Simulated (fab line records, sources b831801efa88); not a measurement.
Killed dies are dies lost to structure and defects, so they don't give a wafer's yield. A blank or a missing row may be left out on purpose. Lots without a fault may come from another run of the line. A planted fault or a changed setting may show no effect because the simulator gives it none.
fab line records | flow sky130
record lots=11 wafers=33 last_day=51
route steps=708 shown FIELD_ISO@2 DNWELL@43 PWDE@54 NWELL@76 PAD_OPEN@708
lots that met no fault: from a run of the same line without faults
start_h: hours from the record's first day to the start of the lot's first wafer shown | wait_h: hours since the lot's step before | " the same as in the row above | L1.1+2: a row that stands for several wafers | - no value, or no start given | * or withheld: withheld | < > ~ a bound
route shown NAME@n: a module of which the file shows steps, and the number in the route of the first | usual: mean/standard deviation of fault-free wafers | same: alike in all rows | chamber/n: place in a boat | sites: the reading at each site | _std_site: their standard deviation | _edge_site: outer sites' mean less inner sites' | radius_mm: how far each site lies from the wafer's centre | mask NAME#n: copy n | behind: the tool/chamber that last shaped the wafer | hold: why the lot was held/for how many hours/how that ended | device: the transistor (n, p or np) that didn't switch | end of line: the same wafers' tests at the end of the route | a step without rows: its recipe alone | killed: dies lost to structure and defects at the first sort, not the wafer's yield | map: a wafer's dies, x killed, . not, _ none there
set.NAME: the setting as run; set.NAME@STEP: as run at that earlier step | model.NAME: the simulator's own value behind a step, which no gauge read
steps of the route over a sample of lots; a table a step, a row a wafer
services: from which hour (start_h, from the record's first day; less than 0 if before it) a tool's chamber was out of use, for how many hours, and why
## steps
# step SKY_FIELD_ISO_OXIDATION_01
# recipe temp_c=900 ambient=O2 stabilise_s=600 purge_s=300 target_thk_a=120 ox_time_s=1843
# usual ox_time_s=1843/0 spike_tc_lower_C=901.6/1.1 zone_power_top_pct=33/3.2
# columns lot.wafer tool chamber start_h wait_h ox_time_s spike_tc_lower_C zone_power_top_pct
L956.2 furnace-02 0 11.28 1.2 1843 899.8 31
L956.4 " 0 " " 1843 902.7 30
L956.5 " 0 " " 1843 902.3 30
L957.1 furnace-01 0 15.12 0.1 1843 901.7 37
L957.3 " 0 " " 1843 902.1 37
L957.4 " 0 " " 1843 902.4 37
L958.1 furnace-02 0 21.60 1.6 1843 900.9 30
L958.4 " 0 " " 1843 900.6 30
L958.6 " 0 " " 1843 902.8 30
L959.1 furnace-01 0 26.71 1.7 1843 900.6 36
L959.2 " 0 " " 1843 902.0 37
L959.6 " 0 " " 1843 901.7 36
L960.1 furnace-02 0 30.12 0.1 1843 902.1 30
L960.4 " 0 " " 1843 901.4 30
L960.6 " 0 " " 1843 901.3 30
L961.4 furnace-02 0 35.12 0.0 2211.6 902.3 30
L961.5 " 0 " " 2211.6 901.7 30
L961.6 " 0 " " 2211.6 902.6 31
L962.3 furnace-01 0 40.12 0.1 1843 903.1 36
L962.5 " 0 " " 1843 903.1 37
L962.6 " 0 " " 1843 902.5 37
L963.3 furnace-01 0 45.12 0.1 1843 900.5 37
L963.4 " 0 " " 1843 902.2 37
L963.6 " 0 " " 1843 900.8 36
L969.1 furnace-02 0 75.68 0.7 2211.6 900.0 30
L969.2 " 0 " " 2211.6 899.5 30
L969.5 " 0 " " 2211.6 901.5 30
L976.1 furnace-01 0 110.54 0.5 1843 902.5 37
L976.2 " 0 " " 1843 903.3 37
L976.3 " 0 " " 1843 901.3 37
L979.2 furnace-01 0 125.78 0.7 1843 902.6 37
L979.3 " 0 " " 1843 903.0 37
L979.6 " 0 " " 1843 900.8 37
# step SKY_FIELD_ISO_THK_MEAS_02
# recipe reads=SiO2_of_FIELD_ISO_OXIDATION_01
# usual FIELD_ISO_OXIDATION_00_THK=12.16/0.24
# columns lot.wafer tool chamber start_h wait_h hold FIELD_ISO_OXIDATION_00_THK[nm]
L956.2 film_metro-04 - 12.81 0.0 - 12.00
L956.4 " - " " - 12.09
L956.5 " - " " - 12.33
L957.1 film_metro-04 - 16.63 0.0 - 12.09
L957.3 " - " " - 12.38
L957.4 " - " " - 12.02
L958.1 film_metro-04 - 23.11 0.0 - 11.84
L958.4 " - " " - 11.99
L958.6 " - " " - 12.16
L959.1 film_metro-04 - 28.22 0.0 - 12.31
L959.2 " - " " - 11.89
L959.6 " - " " - 12.15
L960.1 film_metro-04 - 31.63 0.0 - 11.54
L960.4 " - " " - 11.83
L960.6 " - " " - 11.59
L961.4 film_metro-03 - 36.66 0.0 await_dispo/0.2h/release 13.56
L961.5 " - " " await_dispo/0.2h/release 13.23
L961.6 " - " " await_dispo/0.2h/release 13.45
L961.4 film_metro-03 - 36.89 0.2 - 13.45
L961.5 " - " " - 13.25
L961.6 " - " " - 13.49
L962.3 film_metro-03 - 41.65 0.0 - 12.31
L962.5 " - " " - 12.32
L962.6 " - " " - 12.39
L963.3 film_metro-02 - 46.65 0.0 - 12.37
L963.4 " - " " - 12.29
L963.6 " - " " - 12.14
L969.1 film_metro-04 - 77.20 0.0 await_dispo/0.2h/release 13.46
L969.2 " - " " await_dispo/0.2h/release 13.43
L969.5 " - " " await_dispo/0.2h/release 13.52
L969.1 film_metro-04 - 77.42 0.2 - 13.40
L969.2 " - " " - 13.41
L969.5 " - " " - 13.54
L976.1 film_metro-02 - 112.05 0.0 - 12.50
L976.2 " - " " - 12.51
L976.3 " - " " - 12.52
L979.2 film_metro-02 - 127.30 0.0 - 12.62
L979.3 " - " " - 12.29
L979.6 " - " " - 12.37
# step SKY_DNWELL_STRIP_08
# recipe chemistry=O2/N2 power_w=1400 pressure_mtorr=1500 platen_temp_c=withheld o2_flow_sccm=3000 n2_flow_sccm=300 overash_fraction=0.5
# usual drypump_motor_current_A=5.5/0.32 n2_flow_sccm=300.0/0.86 oes_product_au=0.722/0.0042 strip_time_to_endpoint_s=36.95/0.11
# columns lot.wafer tool chamber start_h wait_h drypump_motor_current_A n2_flow_sccm oes_product_au rf_hours_counter_h strip_time_to_endpoint_s
L956.2 plasma_asher-02 0 55.22 0.1 5.6 299.6 0.726 26 36.99
L956.4 " 1 " " 6.1 299.2 0.728 - 36.94
L956.5 " 1 " " 6.1 299.9 0.725 - 36.98
L957.1 plasma_asher-01 1 60.05 0.1 5.8 300.8 0.726 38 37.06
L957.3 " 0 " " 5.2 300.2 0.723 - 36.96
L957.4 " 1 " " 5.8 299.9 0.729 - 37.07
L958.1 plasma_asher-03 1 64.80 0.1 5.2 300.9 0.717 33 36.84
L958.4 " 0 " " 5.3 300.4 0.723 - 36.85
L958.6 " 0 " " 5.3 300.3 0.726 - 36.84
L959.1 plasma_asher-02 1 72.57 0.1 6.1 300.7 0.721 28 37.07
L959.2 " 0 " " 5.7 300.2 0.723 28 37.00
L959.6 " 0 " " 5.6 300.5 0.725 - 37.03
L960.1 plasma_asher-02 0 78.90 0.1 5.6 300.0 0.724 28 37.03
L960.4 " 1 " " 6.1 299.5 0.729 - 36.99
L960.6 " 0 " " 5.7 300.1 0.719 - 37.03
L961.4 plasma_asher-02 1 83.08 0.1 6.0 299.5 0.713 - 37.10
L961.5 " 1 " " 6.1 298.7 0.714 - 37.11
L961.6 " 0 " " 5.6 300.8 0.714 - 37.07
L962.3 plasma_asher-01 1 85.73 0.1 5.8 300.2 0.724 - 37.04
L962.5 " 1 " " 5.8 299.0 0.726 - 37.02
L962.6 " 0 " " 5.2 300.4 0.718 - 37.06
L963.3 plasma_asher-01 1 93.18 0.1 5.8 298.6 0.718 - 36.89
L963.4 " 0 " " 5.2 298.4 0.721 - 36.85
L963.6 " 0 " " 5.2 298.7 0.727 - 36.88
L969.1 plasma_asher-03 0 123.25 0.1 5.3 301.2 0.716 1 37.01
L969.2 " 1 " " 5.2 299.7 0.725 1 36.92
L969.5 " 1 " " 5.3 300.5 0.716 - 36.92
L976.1 plasma_asher-01 0 163.45 0.1 5.2 300.6 0.720 49 37.07
L976.2 " 1 " " 5.7 300.7 0.714 49 37.07
L976.3 " 1 " " 5.8 300.2 0.719 - 36.98
L979.2 plasma_asher-01 0 176.52 0.1 5.2 299.5 0.725 51 36.95
L979.3 " 0 " " 5.2 299.2 0.716 - 36.92
L979.6 " 0 " " 5.2 300.3 0.726 - 36.99
# step SKY_PWDE_STRIP_09
# recipe chemistry=O2/N2 power_w=1400 pressure_mtorr=1500 platen_temp_c=withheld o2_flow_sccm=3000 n2_flow_sccm=300 overash_fraction=0.5
# usual drypump_motor_current_A=5.6/0.39 n2_flow_sccm=300.1/0.98 oes_product_au=0.723/0.0045 strip_time_to_endpoint_s=36.89/0.11
# columns lot.wafer tool chamber start_h wait_h drypump_motor_current_A n2_flow_sccm oes_product_au rf_hours_counter_h strip_time_to_endpoint_s
L956.2 plasma_asher-01 0 73.26 0.1 5.2 300.7 0.724 39 36.81
L956.4 " 1 " " 5.8 298.3 0.719 - 36.76
L956.5 " 0 " " 5.2 300.9 0.717 - 36.74
L957.1 plasma_asher-03 0 77.69 0.1 5.3 300.7 0.725 34 36.93
L957.3 " 0 " " 5.3 299.8 0.716 - 37.02
L957.4 " 1 " " 5.2 299.9 0.726 - 36.94
L958.1 plasma_asher-04 0 82.99 0.1 5.6 300.5 0.720 38 36.96
L958.4 " 0 " " 5.6 299.3 0.724 - 36.95
L958.6 " 0 " " 5.6 301.3 0.728 - 36.78
L959.1 plasma_asher-01 1 90.90 0.1 5.8 299.2 0.721 41 36.79
L959.2 " 0 " " 5.2 298.5 0.727 41 36.76
L959.6 " 0 " " 5.2 298.6 0.728 - 36.80
L960.1 plasma_asher-03 0 97.69 0.1 5.3 298.9 0.722 36 37.04
L960.4 " 1 " " 5.2 300.4 0.724 - 36.86
L960.6 " 1 " " 5.2 299.7 0.720 - 36.94
L961.4 plasma_asher-03 1 100.92 0.1 5.2 301.0 0.718 - 36.70
L961.5 " 0 " " 5.3 299.7 0.726 - 36.73
L961.6 " 1 " " 5.2 301.6 0.719 - 36.84
L962.3 plasma_asher-04 0 104.24 0.1 5.6 301.8 0.713 - 36.94
L962.5 " 1 " " 6.2 299.6 0.728 - 37.00
L962.6 " 0 " " 5.6 299.4 0.721 - 36.95
L963.3 plasma_asher-04 0 112.24 0.1 5.6 299.6 0.721 - 36.89
L963.4 " 1 " " 6.2 299.9 0.723 - 36.89
L963.6 " 1 " " 6.3 300.2 0.722 - 36.91
L969.1 plasma_asher-04 1 142.64 0.1 6.3 301.2 0.720 44 36.99
L969.2 " 0 " " 5.6 300.8 0.728 44 36.99
L969.5 " 1 " " 6.3 299.9 0.731 - 37.00
L976.1 plasma_asher-04 1 185.28 0.1 6.3 299.2 0.719 46 36.85
L976.2 " 0 " " 5.6 299.0 0.727 46 36.91
L976.3 " 1 " " 6.3 299.1 0.725 - 36.93
L979.2 plasma_asher-04 1 197.88 0.1 6.2 300.4 0.731 48 36.87
L979.3 " 0 " " 5.6 299.0 0.726 - 36.85
L979.6 " 0 " " 5.6 300.5 0.709 - 36.81
# step SKY_NWELL_OVL_MEAS_23
# usual NWELL_01_OVL=0.0/1.4
# columns lot.wafer tool chamber start_h wait_h NWELL_01_OVL[nm]
L956.2 overlay-02 - 111.46 - 1.1
L956.4 " - " " -0.4
L956.5 " - " " 0.6
L957.1 overlay-02 - 115.25 - -1.4
L957.3 " - " " -0.6
L957.4 " - " " -0.3
L958.1 overlay-01 - 120.95 - -0.9
L958.4 " - " " -2.0
L958.6 " - " " -0.6
L959.1 overlay-01 - 128.92 - -1.0
L959.2 " - " " 0.3
L959.6 " - " " 0.6
L960.1 overlay-02 - 135.52 - 0.2
L960.4 " - " " 0.7
L960.6 " - " " -0.8
L961.4 overlay-01 - 139.62 - 1.4
L961.5 " - " " 1.1
L961.6 " - " " 1.1
L962.3 overlay-02 - 143.21 - 2.8
L962.5 " - " " 1.0
L962.6 " - " " 0.5
L963.3 overlay-01 - 150.86 - 0.0
L963.4 " - " " 3.3
L963.6 " - " " 0.0
L969.1 overlay-02 - 183.75 - 2.5
L969.2 " - " " 2.1
L969.5 " - " " -0.3
L976.1 overlay-02 - 230.25 - 4.1
L976.2 " - " " 3.5
L976.3 " - " " 1.6
L979.2 overlay-01 - 243.11 - 2.0
L979.3 " - " " 1.1
L979.6 " - " " 0.7
# step SKY_PAD_OPEN_PROBE_99
# usual killed_at_M0_to_M3=43/7.3 killed_at_M4_up=3.4/2.1 killed_at_contacts=24/5.9 killed_at_front_end=14/4 killed_at_other=0.3/0.54 killed_dies=85/10 killed_open=46/7.7 killed_short=38/6
# same gross_dies=492 killed_at_back_side=0
# columns lot.wafer tool chamber start_h wait_h killed_at_M0_to_M3 killed_at_M4_up killed_at_contacts killed_at_front_end killed_at_other killed_dies killed_open killed_short
L958.1 prober-01 - 1106.29 0.1 38 9 15 11 0 73 43 30
L958.4 prober-01 - 1106.44 0.2 52 2 22 15 0 91 48 43
L958.6 prober-01 - 1106.54 0.2 29 2 20 11 1 63 33 30
L957.1 prober-02 - 1107.57 0.1 49 1 19 21 0 90 48 42
L957.3 prober-02 - 1107.67 0.2 41 6 19 12 0 78 44 34
L957.4 prober-02 - 1107.72 0.2 45 5 29 13 0 92 53 39
L962.3 prober-02 - 1130.12 0.2 45 2 36 8 2 93 50 43
L962.5 prober-02 - 1130.22 0.2 45 4 24 9 1 83 46 37
L962.6 prober-02 - 1130.27 0.2 49 3 24 27 0 103 49 54
L969.1 prober-01 - 1171.59 0.1 49 5 33 9 1 97 55 42
L969.2 prober-01 - 1171.64 0.1 37 4 18 9 0 68 41 27
L969.5 prober-01 - 1171.79 0.2 42 2 21 12 2 79 46 33
L976.1 prober-02 - 1206.04 0.1 33 1 21 14 0 69 34 35
L976.2 prober-02 - 1206.09 0.1 48 2 26 16 0 92 40 50
L976.3 prober-02 - 1206.14 0.2 50 7 20 7 1 85 46 37
# killed by level:class
L958.1 VIA1:geometric_particle:open=10 VIA3:geometric_particle:open=8 METAL4:geometric_particle:short=7 LI_CONTACT:geometric_particle:open=6 FIELD_ISO:geometric_particle:open=5 METAL2:geometric_particle:short=5 CONTACT:geometric_particle:open=4 POLY_GATE:geometric_particle:open=3
L958.4 VIA1:geometric_particle:open=10 METAL1:geometric_particle:short=9 VIA3:geometric_particle:open=9 CONTACT:geometric_particle:short=8 CONTACT:geometric_particle:open=6 VIA1:geometric_particle:short=5 POLY_GATE:geometric_particle:short=4 VIA2:geometric_particle:open=4
L958.6 VIA3:geometric_particle:open=7 CONTACT:geometric_particle:open=7 VIA1:geometric_particle:open=7 POLY_GATE:geometric_particle:short=6 CONTACT:geometric_particle:short=5 LOCAL_INTERCONNECT:geometric_particle:short=4 VIA1:geometric_particle:short=4 METAL2:geometric_particle:short=3
L957.1 VIA1:geometric_particle:open=13 CONTACT:geometric_particle:open=9 VIA1:geometric_particle:short=7 FIELD_ISO:geometric_particle:short=6 POLY_GATE:geometric_particle:short=6 VIA3:geometric_particle:open=6 METAL1:geometric_particle:short=5 METAL2:geometric_particle:short=5
L957.3 VIA2:geometric_particle:open=9 LI_CONTACT:geometric_particle:open=8 CONTACT:geometric_particle:open=7 VIA1:geometric_particle:short=7 FIELD_ISO:geometric_particle:short=5 VIA1:geometric_particle:open=5 VIA3:geometric_particle:short=5 VIA3:geometric_particle:open=5
L957.4 VIA1:geometric_particle:open=16 VIA3:geometric_particle:open=8 LI_CONTACT:geometric_particle:open=8 CONTACT:geometric_particle:open=7 METAL2:geometric_particle:short=7 CONTACT:geometric_particle:short=5 POLY_GATE:geometric_particle:open=4 LOCAL_INTERCONNECT:geometric_particle:short=4
L962.3 VIA1:geometric_particle:open=13 CONTACT:geometric_particle:open=11 VIA3:geometric_particle:open=8 LI_CONTACT:geometric_particle:open=7 LOCAL_INTERCONNECT:geometric_particle:short=7 METAL2:geometric_particle:short=6 METAL3:geometric_particle:short=6 CONTACT:geometric_particle:short=6
L962.5 CONTACT:geometric_particle:open=9 LI_CONTACT:geometric_particle:open=8 VIA1:geometric_particle:open=7 VIA3:geometric_particle:open=7 VIA2:geometric_particle:open=6 METAL2:geometric_particle:short=5 METAL1:geometric_particle:short=5 CONTACT:geometric_particle:short=4
L962.6 VIA1:geometric_particle:open=11 CONTACT:geometric_particle:open=10 FIELD_ISO:geometric_particle:open=7 METAL1:geometric_particle:short=7 FIELD_ISO:geometric_particle:short=6 CONTACT:geometric_particle:short=6 VIA1:geometric_particle:short=6 POLY_GATE:geometric_particle:short=5
L969.1 CONTACT:geometric_particle:open=13 VIA1:geometric_particle:open=12 LI_CONTACT:geometric_particle:open=9 VIA2:geometric_particle:open=8 METAL2:geometric_particle:short=7 METAL1:geometric_particle:short=6 CONTACT:geometric_particle:short=5 FIELD_ISO:geometric_particle:short=4
L969.2 VIA1:geometric_particle:open=11 VIA2:geometric_particle:open=9 VIA3:geometric_particle:open=6 CONTACT:geometric_particle:open=6 LI_CONTACT:geometric_particle:open=5 CONTACT:geometric_particle:short=5 METAL1:geometric_particle:short=5 POLY_GATE:geometric_particle:open=4
L969.5 VIA1:geometric_particle:open=11 VIA2:geometric_particle:open=11 CONTACT:geometric_particle:open=9 LI_CONTACT:geometric_particle:open=6 LOCAL_INTERCONNECT:geometric_particle:short=6 VIA1:geometric_particle:short=6 POLY_GATE:geometric_particle:short=5 METAL2:geometric_particle:short=4
L976.1 CONTACT:geometric_particle:open=9 LOCAL_INTERCONNECT:geometric_particle:short=5 METAL1:geometric_particle:short=5 VIA1:geometric_particle:open=5 METAL2:geometric_particle:short=4 LI_CONTACT:geometric_particle:open=4 VIA1:geometric_particle:short=4 FIELD_ISO:geometric_particle:short=3
L976.2 VIA1:geometric_particle:open=9 VIA1:geometric_particle:short=9 VIA2:geometric_particle:short=8 LI_CONTACT:geometric_particle:open=7 LI_CONTACT:geometric_particle:short=7 LOCAL_INTERCONNECT:geometric_particle:short=6 VIA2:geometric_particle:open=6 VIA3:geometric_particle:open=5
L976.3 VIA1:geometric_particle:open=12 VIA2:geometric_particle:open=9 VIA3:geometric_particle:open=8 LOCAL_INTERCONNECT:geometric_particle:short=7 METAL3:geometric_particle:short=6 CONTACT:geometric_particle:open=5 METAL4:geometric_particle:short=5 LI_CONTACT:geometric_particle:short=4
## services
# columns tool chamber start_h hours kind
furnace-01 - 16.63 4.7 pm
plasma_asher-03 - 43.39 1.1 repair
furnace-02 - 51.59 7.2 pm
plasma_asher-04 - 65.12 2.8 pm
furnace-02 - 68.45 3.3 pm
plasma_asher-03 - 108.75 9.0 pm
plasma_asher-03 0 108.75 9.0 vent_cycle
plasma_asher-03 1 108.75 9.0 vent_cycle
plasma_asher-03 0 117.75 - clean
plasma_asher-03 1 117.75 - clean
plasma_asher-02 - 123.05 1.7 repair
plasma_asher-02 - 125.45 3.9 repair
furnace-01 - 144.69 3.8 pm
plasma_asher-04 - 144.76 23.9 pm
plasma_asher-03 - 158.51 19.9 repair
plasma_asher-01 - 182.72 3.4 repair
plasma_asher-02 - 184.59 14.6 pm
## key
first_sign step=SKY_FIELD_ISO_OXIDATION_01 reading=ox_time_s direction=up sigmas=99+ usual=* struck=*
effect step=SKY_FIELD_ISO_THK_MEAS_02 reading=visit direction=added
effect step=SKY_FIELD_ISO_THK_MEAS_02 reading=FIELD_ISO_OXIDATION_00_THK direction=up sigmas=5.4 usual=12.16 struck=13.44
met_at SKY_FIELD_ISO_OXIDATION_01
struck_lots L961,L969
tester_left_out L961,L969
not_acting_at SKY_DNWELL_STRIP_08,SKY_PWDE_STRIP_09,SKY_NWELL_OVL_MEAS_23
onset_between 30.12 35.12
fault kind=process_parameter_drift tool=furnace-02 chamber=- onset_h=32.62 steps=SKY_FIELD_ISO_OXIDATION_01 channel=ox_time_s offset=* shape=step end_h=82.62 acts_in=* stated=*
# tester_left_out: of these lots the tester's yield and bins aren't shown, on N5 and GAA mostly nor the transistor test; their killed dies are dies lost to structure and defects alone, not to doping, threshold or leakage, so they don't give the yield
